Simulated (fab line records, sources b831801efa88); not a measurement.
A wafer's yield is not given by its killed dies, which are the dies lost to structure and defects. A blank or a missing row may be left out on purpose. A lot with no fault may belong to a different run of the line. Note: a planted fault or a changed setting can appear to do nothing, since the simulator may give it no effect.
Matching of chambers -- flow sky130 -- cmp-01 running SKY_VIA1_CMP_02: 4 sister chambers
The step polishes SiO2. 27 wafers are shown with their chamber, then 12 later ones without.

EACH WAFER AND ITS CHAMBER
wafer,chamber,motor-current-A (A),slurry-flow-ml-min
L078.2,2,12.8,150.6
L078.3,3,10.9,150.0
L078.5,1,12.0,150.0
L079.1,1,11.4,149.8
L079.2,2,12.2,150.1
L079.6,0,14.9,149.7
L082.3,1,12.4,150.1
L082.5,1,12.1,150.8
L082.6,2,12.4,149.7
L083.2,0,15.9,150.3
L083.3,3,11.7,150.0
L083.4,2,12.1,150.6
L085.2,3,11.6,149.9
L085.3,2,12.5,149.7
L085.4,0,15.5,149.6
L084.2,3,10.4,150.2
L084.4,1,12.4,149.5
L084.5,0,14.2,149.6
L086.2,3,10.9,149.4
L086.4,2,13.0,150.7
L086.5,1,12.6,150.5
L087.1,3,10.9,149.8
L087.3,0,15.6,149.9
L087.5,2,12.5,149.5
L088.3,2,12.8,150.0
L088.4,3,11.5,149.2
L088.5,2,12.9,149.1

SIGNATURES (averages over the wafers above)
reading,chamber 0,chamber 1,chamber 2,chamber 3,scatter within a chamber
motor-current-A,15.220,12.150,12.578,11.129,0.462
slurry-flow-ml-min,149.820,150.117,150.000,149.786,0.451
Rule: for a wafer and a chamber, the distance is found by dividing, reading by reading, the gap between the wafer's reading and the chamber's mean by the reading's scatter, squaring, summing and taking the root. If the next closest chamber is less than 2 further off than the closest, the wafer can't be placed; otherwise it belongs to the closest. How the scatter is found: for the shown wafers, subtract from each reading the mean of its chamber, square and add these, divide the total by (wafers less chambers), then take the root.

WAFERS WITH NO CHAMBER GIVEN
wafer,motor-current-A (A),slurry-flow-ml-min
L089.1,15.3,149.6
L089.2,12.4,150.4
L089.4,12.5,150.1
L090.2,16.8,150.3
L090.3,11.2,150.1
L090.6,15.7,150.2
L095.1,15.0,149.8
L095.3,11.0,149.4
L095.4,12.6,149.3
L096.1,12.0,150.1
L096.2,14.8,150.1
L096.5,10.7,150.1

CHAMBER TAKEN BY EACH
wafer,from the rows above,in truth
L089.1,0,0
L089.2,can't be placed: 1 or 2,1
L089.4,can't be placed: 2 or 1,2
L090.2,0,0
L090.3,can't be placed: 3 or 1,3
L090.6,0,0
L095.1,0,0
L095.3,3,3
L095.4,can't be placed: 2 or 1 or 3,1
L096.1,can't be placed: 1 or 2 or 3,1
L096.2,0,0
L096.5,can't be placed: 3 or 1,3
Placed correctly: 6 of 12. Not placeable from these rows: 6 (in 6, the candidates include the true chamber). Wrongly placed: 0.
